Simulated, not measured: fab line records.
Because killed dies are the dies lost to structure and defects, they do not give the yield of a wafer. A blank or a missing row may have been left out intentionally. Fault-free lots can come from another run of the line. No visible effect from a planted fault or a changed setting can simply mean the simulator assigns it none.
Problem report in the 8D (eight disciplines) form, filled by code    flow sfq-line    the parts of the form that need people (team, actions taken, sign-off) are left out

== 1. PROBLEM STATEMENT ==
Mean of heater-power-total-W at SFQ_TRILAYER_M0_LITHO_PEB_024: 88.81 W across 6 wafers in 2 lots; on wafers with no fault it is 79.15 W (standard deviation 0.068). That is +99 or more standard deviations from the usual mean.
The step: peb time 60 s.
Seen first at day 18 19:59 on litho-track-03, wafer L518.2. The record has a number at this step for 42 wafers belonging to 14 lots. The rule behind "out" and "out of limits": a value lying over 4 standard deviations away from the usual mean. All remaining wafers that have a number are taken as sound.

== 2. WHAT IT IS, WHAT IT ISN'T ==
question                     is                                  is not
which readings at this step  heater-power-total-W, plate-temp-C  -
which lots                   L518, L519                          L500, L502, L503, L504, L505, L506, L508, L509, L510, L521, L522, L523
which wafers of those lots   all that have a number              -
read on which tools          litho-track-03                      litho-track-01, litho-track-02
when                         from day 18 19:59                   up to then (27 sound wafers); but 9 sound wafers of L521, L522, L523 came after

== 3. WHAT RULES OUT EACH SUSPECT ==
Counting: a tool stays on the suspect list if, at a process step up to the reading, it processed all lots that are out and no sound lot following the first of them.
- litho-track-03 at SFQ_TRILAYER_M0_LITHO_PEB_024 (peb time 60 s): kept. It processed each lot that is out, first L518 at day 18 19:59, and no sound lot thereafter; up to then, the last sound lot it processed was L506 at day 14 10:01. Its own heater-power-total-W, plate-temp-C readings are out on those wafers.
Left after counting: litho-track-03 at SFQ_TRILAYER_M0_LITHO_PEB_024.

== 4. THE CAUSE (what the simulator had put in) ==
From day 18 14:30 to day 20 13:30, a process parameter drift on litho-track-03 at SFQ_TRILAYER_M0_LITHO_PEB_024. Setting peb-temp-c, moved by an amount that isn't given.
This tool alone remained once counting was done.

== 5. SEQUENCE OF EFFECTS, ordered by route ==
Rows list readings where the struck wafers' mean (over those with a number) sits beyond 3 standard deviations from the usual. Only readings whose record carries a usual standard deviation are examined. hours: median over the lots of the time between each lot's start at the first step of this table that gives one and its start at this step. sigmas: the change, counted in usual standard deviations.
hours  step                           reading               usual     on struck wafers  change  sigmas
0      SFQ_TRILAYER_M0_LITHO_PEB_024  heater-power-total-W  79.15 W   88.81             +9.66   +99 or more
0      SFQ_TRILAYER_M0_LITHO_PEB_024  plate-temp-C          114.97 C  125.43            +10.46  +80
Its process steps:
- SFQ_TRILAYER_M0_LITHO_PEB_024: peb time 60 s.
Later steps that measure or inspect, where all struck wafers having a row at the step show a number for every such reading and not one has moved that far: SFQ_I4_BOW_MEAS_927, SFQ_JJ_OVL_MEAS_931.

== 6. WHAT WOULD HAVE CAUGHT IT SOONER ==
5 hours passed between the start of the fault at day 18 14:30 and the first reading out of limits in this record, taken at day 18 19:59.
